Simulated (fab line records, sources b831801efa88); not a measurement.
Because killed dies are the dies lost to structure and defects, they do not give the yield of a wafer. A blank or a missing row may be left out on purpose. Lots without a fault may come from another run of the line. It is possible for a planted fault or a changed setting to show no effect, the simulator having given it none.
What tool caused it?    flow gf180mcu    12 lots, 36 wafers sampled, at 6 steps of a route of 602

== WHAT EACH GAUGE READ, for each wafer ==
GF_DUAL_GATE_OVL_MEAS_11.
lot   measured      on          DUAL_GATE_OVL (nm)
L620  day 8 12:39   overlay-02  -0.4 -0.5 0.2
L621  day 8 15:56   overlay-02  0.7 -1.3 1.2
L622  day 9 00:38   overlay-01  0.1 -1.1 -0.7
L625  day 9 18:56   overlay-01  -1.9 -2.1 -1.0
L626  day 10 04:28  overlay-02  1.6 1.3 1.1
L627  day 10 04:35  overlay-01  -0.3 0.4 -1.0
L629  day 11 02:15  overlay-01  0.8 1.7 1.0
L632  day 11 20:23  overlay-01  1.7 -1.2 0.4
L633  day 12 04:43  overlay-02  -1.7 -0.5 0.2
L641  day 14 10:50  overlay-01  1.4 -0.2 0.3
L642  day 14 18:41  overlay-01  -2.1 -0.2 -1.7
L643  day 14 21:53  overlay-01  -1.4 0.4 1.4

GF_HV_LDD_THK_MEAS_57.
lot   measured      on             HV_LDD_CVD_56_THK (nm)
L620  day 12 18:26  film-metro-03  89.6 91.4 90.6
L621  day 12 19:53  film-metro-03  89.2 89.5 88.8
L622  day 13 08:04  film-metro-01  91.3 91.4 91.3
L625  day 14 04:38  film-metro-01  90.1 88.5 89.2
L626  day 14 14:52  film-metro-02  89.2 89.0 89.2
L627  day 14 16:31  film-metro-01  89.3 89.4 89.3
L629  day 15 18:45  film-metro-01  95.5 95.0 94.4
L632  day 16 13:25  film-metro-03  94.2 94.2 93.9
L633  day 17 02:02  film-metro-01  90.9 90.8 91.1
L641  day 19 14:11  film-metro-02  91.2 91.7 91.3
L642  day 19 23:02  film-metro-02  91.1 90.7 90.4
L643  day 20 10:10  film-metro-03  91.0 91.2 90.7

GF_NSD_OVL_MEAS_08.
lot   measured      on          NSD_OVL (nm)
L620  day 13 14:07  overlay-02  3.4 2.6 0.7
L621  day 13 15:10  overlay-02  2.4 1.5 0.9
L622  day 14 04:28  overlay-02  3.5 0.4 1.1
L625  day 15 01:11  overlay-02  1.7 1.8 1.5
L626  day 15 12:16  overlay-02  2.7 2.0 1.0
L627  day 15 13:49  overlay-01  -0.5 -0.1 -0.8
L629  day 16 15:54  overlay-01  -1.3 -0.5 0.6
L632  day 17 12:35  overlay-02  -0.2 -0.3 -0.7
L633  day 18 02:07  overlay-01  -1.0 -2.1 -2.1
L641  day 20 14:49  overlay-02  0.2 -1.0 0.1
L642  day 20 22:26  overlay-02  -1.3 -1.0 -1.1
L643  day 21 10:07  overlay-02  1.6 0.9 0.7

GF_PSD_RS_MEAS_15: the measuring method here is four-point-probe.
lot   measured      on             PSD_RS (ohm/sq)
L620  day 14 10:28  film-metro-04  108.65 108.61 108.54
L621  day 14 12:05  film-metro-04  108.66 108.46 108.56
L622  day 15 02:19  film-metro-03  108.78 108.81 108.80
L625  day 15 23:52  film-metro-04  108.12 108.59 108.13
L626  day 16 10:47  film-metro-03  108.56 108.84 108.64
L627  day 16 12:50  film-metro-01  108.48 108.38 108.09
L629  day 17 15:22  film-metro-01  108.66 108.70 108.71
L632  day 18 12:43  film-metro-03  108.41 108.48 108.61
L633  day 19 02:44  film-metro-01  108.66 108.67 108.82
L641  day 21 15:38  film-metro-04  108.49 108.80 108.73
L642  day 21 23:35  film-metro-04  109.09 108.71 108.58
L643  day 22 10:56  film-metro-01  108.72 108.52 108.45

== WHICH TOOL RAN EACH LOT (tool, then ch and the chambers of the sampled wafers, then the start) ==
lot   GF_HV_LDD_CVD_56             GF_HV_LDD_ETCHBACK_58
L620  lpcvd-02 ch 0, day 12 16:59  rie-diel-01 ch 0,1,3, day 12 18:29
L621  lpcvd-02 ch 0, day 12 18:25  rie-diel-04 ch 0,2,3, day 12 19:55
L622  lpcvd-01 ch 0, day 13 06:37  rie-diel-02 ch 1,2,3, day 13 08:07
L625  lpcvd-02 ch 1, day 14 03:13  rie-diel-01 ch 1,2, day 14 04:42
L626  lpcvd-02 ch 1, day 14 13:24  rie-diel-02 ch 0,1,2, day 14 14:55
L627  lpcvd-02 ch 1, day 14 15:05  rie-diel-01 ch 0,2, day 14 16:34
L629  lpcvd-02 ch 1, day 15 17:18  rie-diel-02 ch 0,1, day 15 18:47
L632  lpcvd-02 ch 1, day 16 11:58  rie-diel-04 ch 2,3, day 16 13:28
L633  lpcvd-01 ch 0, day 17 00:37  rie-diel-04 ch 0,1,3, day 17 02:06
L641  lpcvd-02 ch 1, day 19 12:45  rie-diel-01 ch 0,1,3, day 19 14:14
L642  lpcvd-01 ch 0, day 19 21:36  rie-diel-01 ch 0,1,3, day 19 23:05
L643  lpcvd-02 ch 0, day 20 08:45  rie-diel-02 ch 0,1,2, day 20 10:14
- GF_HV_LDD_CVD_56: deposits Si3N4 from DCS/NH3, target thk 90 nm, time 1543 s.
- GF_HV_LDD_ETCHBACK_58: etches Si3N4 in CH3F/O2, stops on SiO2, time 100 s, target depth 90 nm.

== WHAT THE TOOLS THEMSELVES READ (means of the sampled wafers that have a number; where no wafer has one, the mark that the record gives instead) ==
GF_HV_LDD_CVD_56.
lot   tool      spike-tc-bottom-C (C)  spike-tc-centre-C (C)  spike-tc-lower-C (C)  spike-tc-top-C (C)  susceptor-temp-C (C)
L620  lpcvd-02  787.1                  771.4                  770.8                 787.7               770.2
L621  lpcvd-02  786.7                  771.2                  770.7                 787.9               769.7
L622  lpcvd-01  793.2                  770.7                  769.4                 781.1               769.8
L625  lpcvd-02  787.3                  768.7                  768.9                 784.4               769.8
L626  lpcvd-02  787.6                  768.3                  769.7                 784.1               769.9
L627  lpcvd-02  787.9                  768.1                  770.2                 784.2               769.7
L629  lpcvd-02  790.6                  770.9                  772.4                 787.5               772.8
L632  lpcvd-02  790.9                  771.2                  773.2                 786.9               772.8
L633  lpcvd-01  793.1                  770.5                  769.3                 781.0               770.8
L641  lpcvd-02  789.7                  768.6                  770.4                 784.0               769.8
L642  lpcvd-01  793.3                  771.1                  768.3                 780.6               769.9
L643  lpcvd-02  787.1                  770.1                  770.9                 788.1               770.0

GF_HV_LDD_ETCHBACK_58.
lot   tool         drypump-motor-current-A (A)  oes-product-au (a.u.)  rf-fwd-power-W (W)  throttle-valve-pct (%)
L620  rie-diel-01  5.9                          0.845                  397.5               10.573
L621  rie-diel-04  6.4                          0.840                  397.6               10.557
L622  rie-diel-02  6.0                          0.846                  396.7               10.565
L625  rie-diel-01  5.2                          0.838                  397.7               10.562
L626  rie-diel-02  6.0                          0.839                  397.3               10.567
L627  rie-diel-01  5.3                          0.838                  397.7               10.563
L629  rie-diel-02  5.8                          0.867                  397.4               10.566
L632  rie-diel-04  6.2                          0.862                  397.8               10.555
L633  rie-diel-04  6.3                          0.848                  397.3               10.557
L641  rie-diel-01  5.9                          0.848                  397.9               10.558
L642  rie-diel-01  5.9                          0.841                  397.6               10.567
L643  rie-diel-02  6.0                          0.849                  398.1               10.566

== THE ANSWER, worked out from the rows above alone ==
Rule: the usual values come from the lots themselves. Put in order of their means at a reading, lots are off if they are a third of the lots or fewer, leave a main group of 4 or more, and stand apart from it by a gap of 3 or more times the standard deviation of the main group's means; of several such gaps the widest counts. Not used: any main group whose means are identical at the precision the tables above print for the reading. Also off: a lot with no number at a reading for which 4 or more lots have one. All remaining lots with rows at the step are treated as sound. First the gauges in route order, then the tools' own readings, where a lot's mean is used as printed above. At the first step where some lot is off, the reading lying furthest off is the one used; lots without a number count as furthest.
Off: L629, L632, seen at GF_HV_LDD_THK_MEAS_57 (HV_LDD_CVD_56_THK). For the main group the mean is 90.3 nm and the standard deviation 0.89.
A tool fits if, at a process step before that reading, it ran every lot that is off, and no sound lot after the first of them. Not tried: the gauges at GF_HV_LDD_THK_MEAS_57; whatever is off there is also off at GF_HV_LDD_CVD_56, on other tools, and gauge error can't account for it. Of those tried, none fits.

== WHAT WAS PUT IN BY THE SIMULATOR ==
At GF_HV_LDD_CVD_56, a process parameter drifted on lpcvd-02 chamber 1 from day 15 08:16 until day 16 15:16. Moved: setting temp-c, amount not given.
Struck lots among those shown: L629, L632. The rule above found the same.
